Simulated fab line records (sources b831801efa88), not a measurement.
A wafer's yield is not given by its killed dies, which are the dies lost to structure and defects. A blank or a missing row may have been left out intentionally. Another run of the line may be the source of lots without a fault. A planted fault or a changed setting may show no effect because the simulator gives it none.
Which tool was responsible? | flow sky130 | 13 lots with 39 wafers sampled at 2 steps, on a route of 708 steps

== WHAT THE GAUGES SHOWED, per wafer ==
SKY_VIA2_RS_MEAS_22: uses a four-point probe to measure.
lot  | measured     | on            | VIA2_W_RS (ohm/sq)
L510 | day 36 08:46 | film metro-03 | 0.273 0.262 0.272
L513 | day 37 09:55 | film metro-02 | 0.279 0.276 0.277
L514 | day 37 22:57 | film metro-02 | 0.270 0.271 0.263
L516 | day 38 00:26 | film metro-02 | 0.274 0.275 0.276
L515 | day 38 01:10 | film metro-02 | 0.276 0.275 0.275
L519 | day 39 13:32 | film metro-02 | 0.273 0.278 0.275
L520 | day 39 21:11 | film metro-03 | 0.275 0.271 0.264
L521 | day 40 04:26 | film metro-04 | 0.276 0.267 0.269
L523 | day 40 11:09 | film metro-02 | 0.273 0.270 0.273
L525 | day 41 11:53 | film metro-02 | 0.278 0.276 0.276
L527 | day 42 03:01 | film metro-02 | 0.277 0.269 0.278
L526 | day 42 04:35 | film metro-04 | 0.268 0.264 0.275
L528 | day 42 05:13 | film metro-04 | 0.265 0.274 0.266

== WHAT TOOL EACH LOT RAN ON (gives the tool, then ch and the chambers of the sampled wafers, and finally the start) ==
lot  | SKY_VIA2_SPUTTER_20
L510 | pvd sputter-03, day 36 08:32
L513 | pvd sputter-02, day 37 09:43
L514 | pvd sputter-03, day 37 22:46
L516 | pvd sputter-03, day 38 00:15
L515 | pvd sputter-03, day 38 00:59
L519 | pvd sputter-04, day 39 13:21
L520 | pvd sputter-04, day 39 21:00
L521 | pvd sputter-03, day 40 04:14
L523 | pvd sputter-03, day 40 10:56
L525 | pvd sputter-04, day 41 11:41
L527 | pvd sputter-03, day 42 02:49
L526 | pvd sputter-02, day 42 04:23
L528 | pvd sputter-04, day 42 04:59
- SKY_VIA2_SPUTTER_20: material TiN, target thk 20 nm, time 80 s.

== AS READ BY THE TOOLS THEMSELVES (means over the sampled wafers that have a number; for cases with no such wafer, the mark the record gives instead) ==
SKY_VIA2_SPUTTER_20.
lot  | tool           | throttle valve pct (%)
L510 | pvd sputter-03 | 29.7
L513 | pvd sputter-02 | 31.0
L514 | pvd sputter-03 | 30.4
L516 | pvd sputter-03 | 29.8
L515 | pvd sputter-03 | 29.9
L519 | pvd sputter-04 | 29.5
L520 | pvd sputter-04 | 30.5
L521 | pvd sputter-03 | 29.8
L523 | pvd sputter-03 | 30.1
L525 | pvd sputter-04 | 29.9
L527 | pvd sputter-03 | 30.4
L526 | pvd sputter-02 | 30.5
L528 | pvd sputter-04 | 28.3

== THE ANSWER, worked out from the rows above alone ==
Rule: what is usual is taken from the lots themselves. The widest of any qualifying gaps counts: lots, ordered by their means at a reading, are off when they make up no more than a third of the lots, leave a main group of 4 or more, and stand apart from it by 3 or more times the standard deviation of that group's means. Not used: any main group whose means are identical at the precision the tables above print for the reading. Also off: a lot with no number at a reading for which 4 or more lots have one. Any other lot the step has rows for is counted as sound. Order of review: gauges by route order, followed by the tools' own readings, for which a lot's mean as printed above is used. The first step at which some lot is off is used, and at that step the reading that is off furthest; a lot without a number counts as furthest.
None of the lots is off at any reading shown; this tells nothing.

== WHAT THE SIMULATOR PUT IN ==
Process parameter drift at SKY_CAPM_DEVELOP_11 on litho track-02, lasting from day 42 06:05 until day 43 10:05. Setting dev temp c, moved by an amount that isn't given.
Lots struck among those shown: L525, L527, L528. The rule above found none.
